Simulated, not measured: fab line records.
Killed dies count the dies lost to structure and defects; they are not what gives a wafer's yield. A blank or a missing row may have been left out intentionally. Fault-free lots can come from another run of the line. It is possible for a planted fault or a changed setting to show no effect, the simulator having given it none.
A struck lot beside a sound one :: flow sfq-line :: 14 out of 325 route steps
Sound: the wafers L512.4, L512.5, L512.6. Wafers struck: L503.3, L503.5, L503.6. The cause comes at the end.
For every step that has rows: the tool of each side, followed by ch and its chambers, followed by its first start. Under that, the readings that differ: sound wafers :: struck wafers :: difference of the means :: sigmas: that difference in standard deviations of wafers without a fault.
alike: words and numbers the same on both sides, and readings whose means are apart by under 2 such deviations; not compared: readings that were withheld, readings missing a value for some wafer, numbers with overlapping values and no deviation given by the record, and bounds like >300 which may hide the same value.
Wherever a step has rows on one side only, a row that says differs or no value, or a row with sigmas, the two part there. Numbers that have no deviation but don't overlap get no sigmas and don't part them. A reading that every wafer of one side lacks parts them only if that side has two wafers or more.

first, 4 steps without rows for these wafers: SFQ_TRILAYER_M2_LITHO_SOFTBAKE_061; SFQ_TRILAYER_M2_LITHO_EXPOSE_058 (exposes mask M2, target cd 500 nm); SFQ_TRILAYER_M2_LITHO_PEB_060 (peb time 60 s); SFQ_TRILAYER_M2_LITHO_DEVELOP_059 (time 60 s).
SFQ_M2_OVL_MEAS_916:
  sound on overlay-02, day 44 05:17; struck on overlay-02, day 40 04:25
  alike: M2_OVL
SFQ_TRILAYER_M2_BARC_OPEN_METAL_ETCH_077: etches BARC in O2, target depth 125 nm, time 41.7 s.
  sound on rie-metal-02 ch 0,1, day 44 05:19; struck on rie-metal-03 ch 0,1, day 40 04:28
  alike: chamber-pressure-mTorr, drypump-motor-current-A, oes-product-au
  not compared: rf-hours-counter-h
SFQ_TRILAYER_M2_ETCH_METAL_ETCH_060: etches Nb in Cl2/Ar, stops on SiO2, target depth 240 nm, time 120 s.
  sound on rie-metal-02 ch 0,1, day 44 05:24; struck on rie-metal-03 ch 0,1, day 40 04:32
  alike: chamber-pressure-mTorr, drypump-motor-current-A, oes-product-au
  not compared: rf-hours-counter-h
SFQ_TRILAYER_M2_STRIP_STRIP_061: strips in O2.
  sound on rie-metal-02 ch 0,1, day 44 05:41; struck on rie-metal-03 ch 0,1, day 40 04:49
  alike: chamber-pressure-mTorr, drypump-motor-current-A, oes-product-au
  not compared: rf-hours-counter-h
then, 1 step without rows for these wafers: SFQ_TRILAYER_M2_STRIP_SOLV_CLEAN_062 (cleans in NMP, time 600 s).
SFQ_TRILAYER_I2_DEP_PECVD_063: deposits SiO2 from SiH4/N2O, time 111.11 s, target thk 500 nm.
  sound on pecvd-01 ch 0,1,2, day 44 06:19; struck on pecvd-04 ch 0,1, day 40 05:24
reading: throttle-valve-pct (%)
sound: 24.3 22.5 22.6
struck: 25.8 25.9 24.0
difference: +2.1
sigmas: +2
  alike: heater-power-w
SFQ_TRILAYER_I2_CMP_CMP_064: polishes SiO2.
  sound on cmp-01 ch 1,2, day 44 07:14; struck on cmp-01 ch 2,3, day 40 14:53
  alike: motor-current-A, platen-rpm, retaining-ring-pressure-frac, slurry-filter-dp-kPa, time-to-endpoint-s
SFQ_I2_BOW_MEAS_917:
  sound on film-metro-01, day 44 10:17; struck on film-metro-02, day 40 17:25
  alike: I2_BOW
SFQ_TRILAYER_I2_METRO_MEASURE_065:
  sound on film-metro-01, day 44 10:57; struck on film-metro-02, day 40 17:54
reading: thk-nm (nm)
sound: 198.8 198.6 198.8
struck: 205.1 204.7 204.9
difference: +6.2
sigmas: +6
then, 1 step without rows for these wafers: SFQ_TRILAYER_I2_VIA_LITHO_COAT_072 (resist thk 62 nm).

WHERE THEY PART
Earliest at SFQ_TRILAYER_I2_DEP_PECVD_063; latest, in this record, at SFQ_TRILAYER_I2_METRO_MEASURE_065.

WHY: what the simulator had put in
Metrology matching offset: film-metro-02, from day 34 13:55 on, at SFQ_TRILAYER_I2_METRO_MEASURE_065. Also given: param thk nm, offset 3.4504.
